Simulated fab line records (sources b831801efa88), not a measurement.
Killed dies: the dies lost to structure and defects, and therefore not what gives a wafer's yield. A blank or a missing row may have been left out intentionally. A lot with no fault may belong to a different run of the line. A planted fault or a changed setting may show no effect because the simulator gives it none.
Comparing a struck lot with a sound one | flow sky130 | 44 out of 708 route steps
Sound: the wafers L356.1, L356.2, L356.4. Struck: wafer L365.3 (left out: L365.2, a lot-mate that was not struck); the cause follows at the end.
Per side, at each step with rows, come the tool, then ch with its chambers, and then its first start. Under that, the readings that differ: sound wafers | struck wafers | difference of the means | sigmas: that difference in standard deviations of wafers without a fault.
alike: same words and numbers on both sides, and readings whose means sit less than 2 such deviations apart. not compared: any withheld reading, any reading some wafer has no value for, any bound like >300 that may hide the same value, and any number with overlapping values for which the record gives no deviation.
A row with sigmas, a row that says differs or no value, or rows on one side alone: a step with any of these is where the two part. Non-overlapping numbers with no deviation appear without sigmas and do not part them. A reading that every wafer of one side lacks parts them only if that side has two wafers or more.

first, 2 steps without rows for these wafers: SKY_DNWELL_DEVELOP_06 (develop time 60 s); SKY_DNWELL_IMPLANT_07.
SKY_DNWELL_STRIP_08: strips in O2/N2.
  sound on plasma-asher-04 ch 0,1, day 4 15:58; struck on plasma-asher-02 ch 1, day 6 13:41
  reading                      | sound             | struck | difference | sigmas
  strip-time-to-endpoint-s (s) | 37.08 37.05 37.07 | 36.86  | -0.21      | -2
  alike: drypump-motor-current-A, oes-product-au
  not compared: rf-hours-counter-h
SKY_DNWELL_TW_MEAS_09:
  struck on film-metro-04, day 6 13:48; sound on film-metro-03, day 4 16:04
  alike: DNWELL_TW
then, 7 steps without rows for these wafers: SKY_PWDE_DEHYDRATE_00 (time 60 s); SKY_PWDE_HMDS_01 (prime time 60 s); SKY_PWDE_COAT_02 (resist thk 3000 nm); SKY_PWDE_SOFTBAKE_03; SKY_PWDE_EXPOSE_04 (exposes mask PWDEM, target cd 840 nm); SKY_PWDE_PEB_05; SKY_PWDE_DEVELOP_06 (develop time 60 s).
SKY_PWDE_OVL_MEAS_07:
  struck on overlay-01, day 7 09:21; sound on overlay-01, day 5 09:34
  alike: PWDE_OVL
SKY_PWDE_IMPLANT_08:
  sound on implanter-03 ch 0, day 5 09:37; struck on implanter-03 ch 0, day 7 09:24
SKY_PWDE_STRIP_09: strips in O2/N2.
  sound on plasma-asher-03 ch 0,1, day 5 09:46; struck on plasma-asher-04 ch 0, day 7 09:32
  reading               | sound             | struck | difference | sigmas
  oes-product-au (a.u.) | 0.731 0.725 0.727 | 0.718  | -0.010     | -2
  alike: drypump-motor-current-A, strip-time-to-endpoint-s
  not compared: rf-hours-counter-h
SKY_PWDE_TW_MEAS_10:
  struck on film-metro-03, day 7 09:38; sound on film-metro-02, day 5 09:52
  alike: PWDE_TW
then, 7 steps without rows for these wafers: SKY_NWELL_DEHYDRATE_03 (time 60 s); SKY_NWELL_HMDS_04 (prime time 60 s); SKY_NWELL_COAT_05 (resist thk 3000 nm); SKY_NWELL_SOFTBAKE_06; SKY_NWELL_EXPOSE_07 (exposes mask NWM, target cd 840 nm); SKY_NWELL_PEB_08; SKY_NWELL_DEVELOP_09 (develop time 60 s).
SKY_NWELL_OVL_MEAS_10:
  struck on overlay-02, day 8 05:21; sound on overlay-01, day 6 04:20
  alike: NWELL_00_OVL
then, 3 steps without rows for these wafers: SKY_NWELL_IMPLANT_11; SKY_NWELL_IMPLANT_12; SKY_NWELL_IMPLANT_13.
SKY_NWELL_STRIP_14: strips in O2/N2.
  sound on plasma-asher-01 ch 0,1, day 6 04:50; struck on plasma-asher-03 ch 0, day 8 05:50
  alike: drypump-motor-current-A, oes-product-au, strip-time-to-endpoint-s
  not compared: rf-hours-counter-h
SKY_NWELL_TW_MEAS_15:
  struck on film-metro-02, day 8 05:56; sound on film-metro-02, day 6 04:56
  alike: NWELL_TW
then, 7 steps without rows for these wafers: SKY_NWELL_DEHYDRATE_16 (time 60 s); SKY_NWELL_HMDS_17 (prime time 60 s); SKY_NWELL_COAT_18 (resist thk 3000 nm); SKY_NWELL_SOFTBAKE_19; SKY_NWELL_EXPOSE_20 (exposes mask NWM COMPLEMENT, target cd 840 nm); SKY_NWELL_PEB_21; SKY_NWELL_DEVELOP_22 (develop time 60 s).
SKY_NWELL_OVL_MEAS_23:
  struck on overlay-01, day 9 07:06; sound on overlay-01, day 7 00:17
  alike: NWELL_01_OVL
next, for these wafers, 1 step has no rows: SKY_NWELL_IMPLANT_24.
SKY_NWELL_STRIP_25: strips in O2/N2.
  sound on plasma-asher-03 ch 0,1, day 7 00:29; struck on plasma-asher-03 ch 1, day 9 07:17
  alike: drypump-motor-current-A, oes-product-au, strip-time-to-endpoint-s
  not compared: rf-hours-counter-h
SKY_NWELL_TW_MEAS_26:
  struck on film-metro-02, day 9 07:23; sound on film-metro-03, day 7 00:35
  alike: NWELL_2_TW
then, 1 step without rows for these wafers: SKY_NWELL_CLEAN_27 (cleans in SC1/SC2, time 150 s).
SKY_NWELL_RTA_28: time 30 s.
  sound on rtp-anneal-02 ch 0, day 7 00:41; struck on rtp-anneal-01 ch 0, day 9 07:30
  reading            | sound             | struck | difference | sigmas
  lamp-power-pct (%) | 25.31 25.32 25.33 | 25.16  | -0.16      | -3
  alike: wafer_temp_C_max
SKY_NWELL_RS_MEAS_29: uses a four-point probe to measure.
  struck on film-metro-03, day 9 07:37; sound on film-metro-04, day 7 00:47
  alike: NWELL_RS
SKY_NWELL_RS_MEAS_31: uses a four-point probe to measure.
  struck on film-metro-03, day 9 07:51; sound on film-metro-04, day 7 01:02
  reading          | sound          | struck | difference | sigmas
  PWDE_RS (ohm/sq) | 5260 5254 5257 | 5373   | +116       | +7
-- the record jumps here: 40 days lie between the struck wafers' starts before and after (it left off in module NWELL and takes up again in module PAD_OPEN, whose first step shown is number 708 of the route) --
SKY_PAD_OPEN_PROBE_99:
  struck on prober-01, day 49 11:08; sound on prober-02, day 47 10:04
  alike: killed_at_M0_to_M3, killed_at_M4_up, killed-at-contacts, killed-at-front-end, killed-at-other, killed-dies, killed-open, killed-short

## WHERE THEY PART
First at SKY_DNWELL_STRIP_08; last, within this record, at SKY_NWELL_RS_MEAS_31. Later steps at which nothing parts them and some readings are alike: SKY_PAD_OPEN_PROBE_99.

WHY: what the simulator had put in
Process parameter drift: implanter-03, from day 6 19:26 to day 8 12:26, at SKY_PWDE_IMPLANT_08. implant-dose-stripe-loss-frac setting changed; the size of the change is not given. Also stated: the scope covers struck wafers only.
